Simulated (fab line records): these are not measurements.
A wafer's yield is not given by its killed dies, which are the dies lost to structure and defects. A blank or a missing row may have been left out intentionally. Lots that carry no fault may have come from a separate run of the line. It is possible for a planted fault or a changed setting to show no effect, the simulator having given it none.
The same fault as seen by 2 desks -- flow sky130 -- each desk holds nothing but its own numbers, with what lay behind them at the end

== FOR THE TOOL OWNER'S DESK: pvd-sputter-03 ==
The tool's own readings at SKY_METAL3_SPUTTER_02 (material AlCu, target thk 735 nm, time 39.1 s): means of the sampled wafers that have a number, for each lot that ran on this tool. A lot is out of limits, marked OUT, if its mean lies more than 4 standard deviations from the usual mean; the brackets give that distance.
Columns: A = throttle-valve-pct at SKY_METAL3_SPUTTER_02, usual 30.0 %
lot,first seen here,A
L729,day 37 02:01,29.1
L731,day 37 20:01,29.5
L730,day 37 20:35,30.2
L745,day 41 15:43,29.5
L746,day 42 03:39,29.2
L749,day 42 13:04,30.2
Result from this desk: across the 6 lots, nothing is out of limits.

== AT THE METROLOGY DESK ==
What the gauges read for every lot (on any tool): the sampled wafers with a number, averaged. A lot is out of limits, marked OUT, if its mean lies more than 4 standard deviations from the usual mean; the brackets give that distance.
Columns: A = VIA2_W_THK at SKY_VIA2_THK_MEAS_23, usual 433 nm
lot,first seen here,A
L728,day 36 14:14,431
L729,day 37 01:38,430
L731,day 37 19:37,440
L730,day 37 20:10,433
L742,day 40 19:12,430
L743,day 41 05:11,446
L744,day 41 13:25,435
L745,day 41 15:19,442
L746,day 42 03:15,427
L747,day 42 04:46,436
L749,day 42 12:40,441
L750,day 42 17:17,424
Result from this desk: across the 12 lots, nothing is out of limits.

== BROUGHT TOGETHER ==
The desk of the tool owner found nothing out of limits.
From the metrology desk's view, nothing was out of limits.

== WHAT HAD BEEN PUT IN BY THE SIMULATOR ==
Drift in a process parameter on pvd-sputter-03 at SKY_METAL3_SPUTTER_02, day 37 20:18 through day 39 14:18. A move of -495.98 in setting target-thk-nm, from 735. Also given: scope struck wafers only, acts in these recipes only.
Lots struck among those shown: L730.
